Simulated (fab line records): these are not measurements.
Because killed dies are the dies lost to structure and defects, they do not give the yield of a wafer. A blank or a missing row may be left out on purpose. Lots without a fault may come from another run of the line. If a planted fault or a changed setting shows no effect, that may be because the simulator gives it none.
The tool behind it: which one? | flow sky130 | 13 lots, 37 wafers sampled, at 2 steps of a route of 708

## WHAT THE GAUGES SHOWED, per wafer
SKY_SONOS_ONO_THK_MEAS_01. Usual: SONOS_ONO_OXIDATION_THK typically reads 2.59 nm, with standard deviation 0.057.
lot  | measured     | on            | SONOS_ONO_OXIDATION_THK (nm) | flag
L216 | day 11 22:53 | film metro-04 | 2.65 2.59 2.62               |
L219 | day 13 02:56 | film metro-04 | 2.60 2.63 2.60               |
L218 | day 13 05:47 | film metro-03 | 2.52 2.47 2.56               |
L220 | day 13 17:21 | film metro-04 | 2.68 2.64 2.67               |
L221 | day 13 20:26 | film metro-02 | 2.51 2.45 2.57               |
L223 | day 14 09:54 | film metro-04 | 2.68 2.64 2.71               |
L224 | day 14 14:17 | film metro-02 | 2.60 2.57 2.60               |
L227 | day 15 05:08 | film metro-04 | 2.62 2.60                    |
L229 | day 16 05:30 | film metro-03 | 2.58 2.55                    |
L236 | day 18 02:28 | film metro-03 | 2.66 2.55 2.66               |
L237 | day 18 15:02 | film metro-02 | 2.57 2.52 2.57               |
L238 | day 18 15:04 | film metro-03 | 2.55 2.49 2.52               |
L239 | day 18 22:01 | film metro-04 | 2.62 2.56 2.55               |

SKY_GATE_OXIDE_TW_MEAS_14. Usual: GATE_OXIDE_TW typically reads 221.7, with standard deviation 2.8.
lot  | measured     | on            | GATE_OXIDE_TW     | flag
L216 | day 14 11:16 | film metro-03 | 221.9 223.5 222.2 |
L219 | day 15 11:12 | film metro-04 | 220.0 218.5 218.6 |
L218 | day 15 18:08 | film metro-04 | 219.2 218.7 219.0 |
L220 | day 16 05:06 | film metro-04 | 217.8 219.1 219.9 |
L221 | day 16 06:31 | film metro-01 | 224.0 224.9 224.9 |
L223 | day 16 20:24 | film metro-01 | 224.5 224.9 223.8 |
L224 | day 17 03:38 | film metro-04 | 220.5 218.8 220.3 |
L227 | day 17 21:59 | film metro-03 | 222.7 222.5       |
L229 | day 18 23:55 | film metro-04 | 218.9 217.0       |
L236 | day 20 20:59 | film metro-01 | 227.0 226.5 226.8 |
L237 | day 21 12:05 | film metro-01 | 225.0 224.6 224.8 |
L238 | day 21 12:05 | film metro-03 | 220.8 221.2 221.0 |
L239 | day 21 16:08 | film metro-03 | 220.6 220.5 221.7 |

## WHICH TOOL RAN EACH LOT (tool, then ch and the chambers of the sampled wafers, then the start)
The record holds no process step before these readings.

## AS READ BY THE TOOLS THEMSELVES (means over the sampled wafers that have a number; for cases with no such wafer, the mark the record gives instead)
The record holds no such reading with a usual standard deviation.

## THE ANSWER, worked out from the rows above alone
Rule: a lot is off if the mean of its wafers that have a number lies more than 3 standard deviations from the usual mean. A lot without any number at a reading at which 4 lots or more have one is off too. Any other lot the step has rows for is counted as sound. After the gauges, taken in route order, come the tools' own readings; for these a lot's mean is taken, as printed above. The first step at which some lot is off is used, and at that step the reading that is off furthest; a lot without a number counts as furthest.
Across all readings shown, no lot is off: no conclusion can be drawn from this.

## WHAT THE SIMULATOR HAD PUT IN
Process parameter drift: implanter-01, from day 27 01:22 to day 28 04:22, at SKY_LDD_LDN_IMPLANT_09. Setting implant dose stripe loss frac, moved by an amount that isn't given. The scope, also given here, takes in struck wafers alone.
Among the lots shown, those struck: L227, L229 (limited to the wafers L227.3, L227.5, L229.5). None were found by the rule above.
